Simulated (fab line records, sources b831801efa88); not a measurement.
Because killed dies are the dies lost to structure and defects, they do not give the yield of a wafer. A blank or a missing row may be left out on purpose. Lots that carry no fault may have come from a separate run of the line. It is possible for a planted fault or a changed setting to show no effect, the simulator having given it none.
Which tool is to blame? + flow sky130 + Sampling: 24 lots, 72 wafers, 6 of 708 route steps

WHAT THE GAUGES READ, wafer by wafer
SKY_VIA3_CD_MEAS_12: target cd 200 nm.
| lot  | measured     | on        | cd-nm (nm)        |
|------|--------------|-----------|-------------------|
| L074 | day 39 20:42 | cd-sem-01 | 198.2 199.2 197.7 |
| L075 | day 39 23:49 | cd-sem-02 | 198.9 199.1 198.7 |
| L076 | day 40 03:49 | cd-sem-01 | 201.1 201.7 201.3 |
| L077 | day 40 17:04 | cd-sem-02 | 199.3 198.8 199.6 |
| L078 | day 40 22:55 | cd-sem-02 | 200.6 199.2 199.6 |
| L079 | day 41 09:42 | cd-sem-02 | 199.6 199.0 200.6 |
| L080 | day 41 10:53 | cd-sem-01 | 199.0 199.1 199.5 |
| L081 | day 41 15:33 | cd-sem-02 | 199.8 199.4 201.6 |
| L082 | day 42 00:58 | cd-sem-01 | 197.0 197.1 197.9 |
| L083 | day 42 08:23 | cd-sem-01 | 197.1 199.1 196.6 |
| L085 | day 42 12:42 | cd-sem-02 | 204.2 200.7 202.8 |
| L084 | day 42 16:45 | cd-sem-01 | 199.7 199.4 200.8 |
| L086 | day 42 22:11 | cd-sem-01 | 200.1 201.3 200.9 |
| L087 | day 43 07:21 | cd-sem-02 | 199.6 200.6 199.5 |
| L088 | day 43 07:42 | cd-sem-02 | 199.6 198.8 198.3 |
| L089 | day 43 18:22 | cd-sem-01 | 202.0 201.8 200.6 |
| L090 | day 44 06:55 | cd-sem-02 | 199.9 198.6 199.1 |
| L091 | day 44 20:42 | cd-sem-02 | 199.1 199.7 199.5 |
| L093 | day 44 21:59 | cd-sem-02 | 201.6 200.4 201.4 |
| L092 | day 44 22:34 | cd-sem-02 | 198.8 199.3 201.0 |
| L094 | day 45 02:29 | cd-sem-02 | 198.2 197.7 198.7 |
| L095 | day 45 10:57 | cd-sem-02 | 198.9 201.6 200.6 |
| L096 | day 45 19:21 | cd-sem-01 | 199.3 198.6 201.5 |
| L097 | day 45 22:53 | cd-sem-01 | 201.2 199.8 201.3 |

SKY_CAP2M_THK_MEAS_04: measures by xrf.
| lot  | measured     | on            | CAP2M_TIN_THK (nm) |
|------|--------------|---------------|--------------------|
| L074 | day 39 22:44 | film-metro-02 | 198.7 198.6 199.1  |
| L075 | day 40 01:49 | film-metro-02 | 197.5 198.9 198.7  |
| L076 | day 40 05:49 | film-metro-02 | 199.3 198.8 197.9  |
| L077 | day 40 19:16 | film-metro-02 | 198.2 199.2 199.8  |
| L078 | day 41 00:52 | film-metro-04 | 197.0 195.4 197.8  |
| L079 | day 41 11:43 | film-metro-03 | 201.9 201.7 201.8  |
| L080 | day 41 12:51 | film-metro-03 | 201.1 202.8 202.1  |
| L081 | day 41 17:33 | film-metro-03 | 200.1 200.5 199.0  |
| L082 | day 42 02:57 | film-metro-02 | 197.2 196.5 198.2  |
| L083 | day 42 10:22 | film-metro-02 | 194.5 194.8 194.9  |
| L085 | day 42 14:43 | film-metro-03 | 201.7 202.9 203.1  |
| L084 | day 42 18:46 | film-metro-02 | 200.0 200.3 200.0  |
| L086 | day 43 00:12 | film-metro-03 | 203.2 205.8 203.8  |
| L087 | day 43 09:20 | film-metro-02 | 197.2 197.2 195.5  |
| L088 | day 43 09:44 | film-metro-03 | 202.1 202.4 202.2  |
| L089 | day 43 20:49 | film-metro-04 | 197.4 196.9 196.9  |
| L090 | day 44 08:56 | film-metro-02 | 196.7 195.9 194.7  |
| L091 | day 44 22:41 | film-metro-02 | 198.9 198.8 199.6  |
| L093 | day 44 23:58 | film-metro-02 | 200.0 200.4 200.7  |
| L092 | day 45 00:32 | film-metro-04 | 198.3 199.8 199.0  |
| L094 | day 45 04:26 | film-metro-04 | 199.9 199.1 200.3  |
| L095 | day 45 12:56 | film-metro-03 | 205.3 203.0 204.5  |
| L096 | day 45 21:23 | film-metro-02 | 198.4 199.3 200.6  |
| L097 | day 46 00:51 | film-metro-03 | 201.5 198.7 198.5  |

TOOL THAT RAN EACH LOT (tool first, then ch and the chambers of the sampled wafers, then the start)
| lot  | SKY_METAL2_STRIP_20                  | SKY_METAL3_SPUTTER_01        | SKY_CAPM_STRIP_14                    | SKY_VIA3_SPUTTER_20          |
|------|--------------------------------------|------------------------------|--------------------------------------|------------------------------|
| L074 | plasma-asher-01 ch 0,1, day 35 08:20 | pvd-sputter-01, day 36 13:09 | plasma-asher-02 ch 0,1, day 37 15:11 | pvd-sputter-03, day 39 21:35 |
| L075 | plasma-asher-01 ch 0,1, day 35 12:49 | pvd-sputter-04, day 36 17:43 | plasma-asher-01 ch 0,1, day 37 19:59 | pvd-sputter-02, day 40 00:41 |
| L076 | plasma-asher-01 ch 0,1, day 35 13:11 | pvd-sputter-02, day 36 18:47 | plasma-asher-01 ch 0,1, day 37 21:04 | pvd-sputter-02, day 40 04:39 |
| L077 | plasma-asher-02 ch 0,1, day 36 07:40 | pvd-sputter-02, day 37 12:56 | plasma-asher-04 ch 0,1, day 38 14:37 | pvd-sputter-04, day 40 18:01 |
| L078 | plasma-asher-02 ch 0,1, day 36 14:06 | pvd-sputter-02, day 37 18:22 | plasma-asher-04 ch 0,1, day 38 19:32 | pvd-sputter-02, day 40 23:42 |
| L079 | plasma-asher-02 ch 0,1, day 37 00:23 | pvd-sputter-04, day 38 04:35 | plasma-asher-04 ch 0,1, day 39 05:26 | pvd-sputter-02, day 41 10:34 |
| L080 | plasma-asher-02 ch 0,1, day 37 02:57 | pvd-sputter-02, day 38 06:14 | plasma-asher-01 ch 0,1, day 39 07:15 | pvd-sputter-04, day 41 11:43 |
| L081 | plasma-asher-03 ch 0,1, day 37 06:32 | pvd-sputter-01, day 38 11:28 | plasma-asher-01 ch 0,1, day 39 12:29 | pvd-sputter-04, day 41 16:24 |
| L082 | plasma-asher-02 ch 0,1, day 37 17:29 | pvd-sputter-01, day 38 21:29 | plasma-asher-01 ch 0,1, day 39 22:41 | pvd-sputter-02, day 42 01:49 |
| L083 | plasma-asher-03 ch 0,1, day 37 23:37 | pvd-sputter-02, day 39 05:23 | plasma-asher-01 ch 0,1, day 40 06:38 | pvd-sputter-04, day 42 09:12 |
| L085 | plasma-asher-01 ch 1, day 38 07:17   | pvd-sputter-01, day 39 11:08 | plasma-asher-01 ch 0,1, day 40 10:50 | pvd-sputter-03, day 42 13:35 |
| L084 | plasma-asher-01 ch 0,1, day 38 10:05 | pvd-sputter-01, day 39 13:08 | plasma-asher-04 ch 0,1, day 40 14:25 | pvd-sputter-02, day 42 17:38 |
| L086 | plasma-asher-03 ch 0,1, day 38 16:56 | pvd-sputter-01, day 39 20:13 | plasma-asher-01 ch 0,1, day 40 20:29 | pvd-sputter-04, day 42 23:02 |
| L087 | plasma-asher-01 ch 0,1, day 39 00:16 | pvd-sputter-04, day 40 07:10 | plasma-asher-01 ch 0,1, day 41 07:37 | pvd-sputter-04, day 43 08:12 |
| L088 | plasma-asher-01 ch 0,1, day 39 04:40 | pvd-sputter-02, day 40 07:51 | plasma-asher-02 ch 0,1, day 41 07:56 | pvd-sputter-03, day 43 08:35 |
| L089 | plasma-asher-01 ch 0, day 39 14:14   | pvd-sputter-04, day 40 18:22 | plasma-asher-02 ch 0,1, day 41 18:46 | pvd-sputter-02, day 43 19:18 |
| L090 | plasma-asher-02 ch 0,1, day 40 06:17 | pvd-sputter-04, day 41 08:47 | plasma-asher-02 ch 0, day 42 08:07   | pvd-sputter-02, day 44 07:49 |
| L091 | plasma-asher-01 ch 0,1, day 40 19:29 | pvd-sputter-04, day 41 21:45 | plasma-asher-04 ch 0,1, day 42 20:58 | pvd-sputter-02, day 44 21:33 |
| L093 | plasma-asher-02 ch 0, day 40 21:25   | pvd-sputter-04, day 42 00:01 | plasma-asher-02 ch 1, day 42 23:29   | pvd-sputter-02, day 44 22:49 |
| L092 | plasma-asher-01 ch 0,1, day 40 21:49 | pvd-sputter-01, day 42 00:06 | plasma-asher-04 ch 0,1, day 42 23:47 | pvd-sputter-02, day 44 23:24 |
| L094 | plasma-asher-03 ch 0,1, day 41 00:54 | pvd-sputter-02, day 42 03:11 | plasma-asher-02 ch 0,1, day 43 02:47 | pvd-sputter-03, day 45 03:17 |
| L095 | plasma-asher-01 ch 0,1, day 41 11:50 | pvd-sputter-02, day 42 13:32 | plasma-asher-04 ch 0,1, day 43 12:28 | pvd-sputter-02, day 45 11:48 |
| L096 | plasma-asher-01 ch 0,1, day 41 18:58 | pvd-sputter-04, day 42 20:59 | plasma-asher-04 ch 0,1, day 43 19:49 | pvd-sputter-04, day 45 20:15 |
| L097 | plasma-asher-01 ch 0,1, day 42 00:07 | pvd-sputter-02, day 43 01:58 | plasma-asher-02 ch 0,1, day 44 01:24 | pvd-sputter-03, day 45 23:42 |
- SKY_METAL2_STRIP_20: strips in O2/N2.
- SKY_METAL3_SPUTTER_01: material TiN, target thk 20 nm, time 16.7 s.
- SKY_CAPM_STRIP_14: strips in O2/N2.
- SKY_VIA3_SPUTTER_20: material TiN, target thk 20 nm, time 80 s.

AS READ BY THE TOOLS THEMSELVES (means over the sampled wafers that have a number; for cases with no such wafer, the mark the record gives instead)
SKY_METAL2_STRIP_20.
| lot  | tool            | drypump-motor-current-A (A) | n2-flow-sccm (sccm) | o2-flow-sccm (sccm) | oes-product-au (a.u.) | strip-time-to-endpoint-s (s) |
|------|-----------------|-----------------------------|---------------------|---------------------|-----------------------|------------------------------|
| L074 | plasma-asher-01 | 5.4                         | 300.3               | 2988                | 0.339                 | 2.63                         |
| L075 | plasma-asher-01 | 5.4                         | 299.7               | 3007                | 0.348                 | 2.78                         |
| L076 | plasma-asher-01 | 5.4                         | 300.5               | 3005                | 0.342                 | 2.74                         |
| L077 | plasma-asher-02 | 6.1                         | 299.5               | 3005                | 0.343                 | 2.73                         |
| L078 | plasma-asher-02 | 6.0                         | 299.8               | 2998                | 0.338                 | 2.72                         |
| L079 | plasma-asher-02 | 6.1                         | 300.9               | 2998                | 0.343                 | 2.72                         |
| L080 | plasma-asher-02 | 6.0                         | 299.1               | 2991                | 0.339                 | 2.67                         |
| L081 | plasma-asher-03 | 6.3                         | 299.6               | 2991                | 0.344                 | 2.73                         |
| L082 | plasma-asher-02 | 6.0                         | 300.6               | 3000                | 0.345                 | 2.71                         |
| L083 | plasma-asher-03 | 6.4                         | 299.7               | 3010                | 0.343                 | 2.69                         |
| L085 | plasma-asher-01 | 6.1                         | 300.2               | 2999                | 0.343                 | 2.70                         |
| L084 | plasma-asher-01 | 5.7                         | 299.7               | 3002                | 0.340                 | 2.69                         |
| L086 | plasma-asher-03 | 6.3                         | 300.0               | 2995                | 0.349                 | 2.73                         |
| L087 | plasma-asher-01 | 5.8                         | 300.8               | 2998                | 0.347                 | 2.72                         |
| L088 | plasma-asher-01 | 5.8                         | 299.8               | 2995                | 0.343                 | 2.72                         |
| L089 | plasma-asher-01 | 5.1                         | 299.4               | 3000                | 0.341                 | 2.68                         |
| L090 | plasma-asher-02 | 6.1                         | 300.4               | 2996                | 0.339                 | 2.75                         |
| L091 | plasma-asher-01 | 5.4                         | 300.3               | 3008                | 0.345                 | 2.77                         |
| L093 | plasma-asher-02 | 6.0                         | 300.3               | 3010                | 0.340                 | 2.70                         |
| L092 | plasma-asher-01 | 5.4                         | 299.2               | 2997                | 0.341                 | 2.67                         |
| L094 | plasma-asher-03 | 6.4                         | 300.7               | 2994                | 0.348                 | 2.71                         |
| L095 | plasma-asher-01 | 5.4                         | 299.5               | 2991                | 0.346                 | 2.66                         |
| L096 | plasma-asher-01 | 5.8                         | 300.2               | 3008                | 0.341                 | 2.68                         |
| L097 | plasma-asher-01 | 5.8                         | 299.2               | 2996                | 0.343                 | 2.73                         |

SKY_METAL3_SPUTTER_01.
| lot  | tool           | throttle-valve-pct (%) |
|------|----------------|------------------------|
| L074 | pvd-sputter-01 | 29.1                   |
| L075 | pvd-sputter-04 | 30.1                   |
| L076 | pvd-sputter-02 | 29.6                   |
| L077 | pvd-sputter-02 | 30.5                   |
| L078 | pvd-sputter-02 | 29.8                   |
| L079 | pvd-sputter-04 | 30.1                   |
| L080 | pvd-sputter-02 | 30.2                   |
| L081 | pvd-sputter-01 | 29.7                   |
| L082 | pvd-sputter-01 | 30.0                   |
| L083 | pvd-sputter-02 | 30.2                   |
| L085 | pvd-sputter-01 | 29.6                   |
| L084 | pvd-sputter-01 | 29.7                   |
| L086 | pvd-sputter-01 | 29.9                   |
| L087 | pvd-sputter-04 | 30.7                   |
| L088 | pvd-sputter-02 | 29.3                   |
| L089 | pvd-sputter-04 | 30.2                   |
| L090 | pvd-sputter-04 | 30.2                   |
| L091 | pvd-sputter-04 | 30.1                   |
| L093 | pvd-sputter-04 | 30.6                   |
| L092 | pvd-sputter-01 | 29.3                   |
| L094 | pvd-sputter-02 | 29.8                   |
| L095 | pvd-sputter-02 | 30.0                   |
| L096 | pvd-sputter-04 | 30.1                   |
| L097 | pvd-sputter-02 | 29.5                   |

SKY_CAPM_STRIP_14.
| lot  | tool            | drypump-motor-current-A (A) | n2-flow-sccm (sccm) | o2-flow-sccm (sccm) | oes-product-au (a.u.) | strip-time-to-endpoint-s (s) |
|------|-----------------|-----------------------------|---------------------|---------------------|-----------------------|------------------------------|
| L074 | plasma-asher-02 | 6.0                         | 300.4               | 2998                | 0.708                 | 12.65                        |
| L075 | plasma-asher-01 | 5.8                         | 301.1               | 3003                | 0.713                 | 12.68                        |
| L076 | plasma-asher-01 | 5.4                         | 300.3               | 3002                | 0.712                 | 12.69                        |
| L077 | plasma-asher-04 | 6.0                         | 299.7               | 2990                | 0.710                 | 12.65                        |
| L078 | plasma-asher-04 | 6.0                         | 299.7               | 2995                | 0.706                 | 12.68                        |
| L079 | plasma-asher-04 | 6.2                         | 300.1               | 2998                | 0.709                 | 12.69                        |
| L080 | plasma-asher-01 | 5.4                         | 300.2               | 3013                | 0.709                 | 12.69                        |
| L081 | plasma-asher-01 | 5.4                         | 299.8               | 2997                | 0.712                 | 12.66                        |
| L082 | plasma-asher-01 | 5.4                         | 300.2               | 3000                | 0.710                 | 12.73                        |
| L083 | plasma-asher-01 | 5.4                         | 300.0               | 3011                | 0.709                 | 12.62                        |
| L085 | plasma-asher-01 | 5.7                         | 299.6               | 2989                | 0.711                 | 12.73                        |
| L084 | plasma-asher-04 | 6.0                         | 300.5               | 3006                | 0.710                 | 12.65                        |
| L086 | plasma-asher-01 | 5.8                         | 299.1               | 2994                | 0.715                 | 12.65                        |
| L087 | plasma-asher-01 | 5.7                         | 299.8               | 2990                | 0.706                 | 12.69                        |
| L088 | plasma-asher-02 | 6.0                         | 299.8               | 2994                | 0.710                 | 12.68                        |
| L089 | plasma-asher-02 | 6.0                         | 299.7               | 2998                | 0.710                 | 12.65                        |
| L090 | plasma-asher-02 | 6.0                         | 300.8               | 3005                | 0.712                 | 12.70                        |
| L091 | plasma-asher-04 | 6.0                         | 300.1               | 2999                | 0.709                 | 12.67                        |
| L093 | plasma-asher-02 | 6.1                         | 299.5               | 2999                | 0.709                 | 12.69                        |
| L092 | plasma-asher-04 | 6.0                         | 301.0               | 3001                | 0.708                 | 12.68                        |
| L094 | plasma-asher-02 | 6.1                         | 299.8               | 3005                | 0.709                 | 12.69                        |
| L095 | plasma-asher-04 | 6.0                         | 300.5               | 2992                | 0.716                 | 12.62                        |
| L096 | plasma-asher-04 | 6.0                         | 300.2               | 3000                | 0.711                 | 12.71                        |
| L097 | plasma-asher-02 | 6.1                         | 300.4               | 3006                | 0.713                 | 12.67                        |

SKY_VIA3_SPUTTER_20.
| lot  | tool           | throttle-valve-pct (%) |
|------|----------------|------------------------|
| L074 | pvd-sputter-03 | 30.6                   |
| L075 | pvd-sputter-02 | 29.8                   |
| L076 | pvd-sputter-02 | 29.4                   |
| L077 | pvd-sputter-04 | 30.6                   |
| L078 | pvd-sputter-02 | 29.4                   |
| L079 | pvd-sputter-02 | 30.7                   |
| L080 | pvd-sputter-04 | 30.5                   |
| L081 | pvd-sputter-04 | 30.1                   |
| L082 | pvd-sputter-02 | 29.4                   |
| L083 | pvd-sputter-04 | 30.4                   |
| L085 | pvd-sputter-03 | 31.4                   |
| L084 | pvd-sputter-02 | 29.5                   |
| L086 | pvd-sputter-04 | 30.2                   |
| L087 | pvd-sputter-04 | 30.4                   |
| L088 | pvd-sputter-03 | 31.2                   |
| L089 | pvd-sputter-02 | 29.6                   |
| L090 | pvd-sputter-02 | 30.2                   |
| L091 | pvd-sputter-02 | 29.4                   |
| L093 | pvd-sputter-02 | 29.2                   |
| L092 | pvd-sputter-02 | 29.8                   |
| L094 | pvd-sputter-03 | 30.5                   |
| L095 | pvd-sputter-02 | 29.2                   |
| L096 | pvd-sputter-04 | 30.2                   |
| L097 | pvd-sputter-03 | 31.2                   |

THE ANSWER, worked out from the rows above alone
Rule: usual is defined by the lots themselves. Put in order of their means at a reading, lots are off if they are a third of the lots or fewer, leave a main group of 4 or more, and stand apart from it by a gap of 3 or more times the standard deviation of the main group's means; of several such gaps the widest counts. The tables above print the reading to a certain number of digits; a main group whose means all agree to those digits is not used. A lot without any number at a reading at which 4 lots or more have one is off too. All remaining lots with rows at the step are treated as sound. After the gauges, taken in route order, come the tools' own readings; for these a lot's mean is taken, as printed above. At the first step where some lot is off, the reading lying furthest off is the one used; lots without a number count as furthest.
None of the lots is off at any reading shown; this tells nothing.

WHAT THE SIMULATOR HAD PUT IN
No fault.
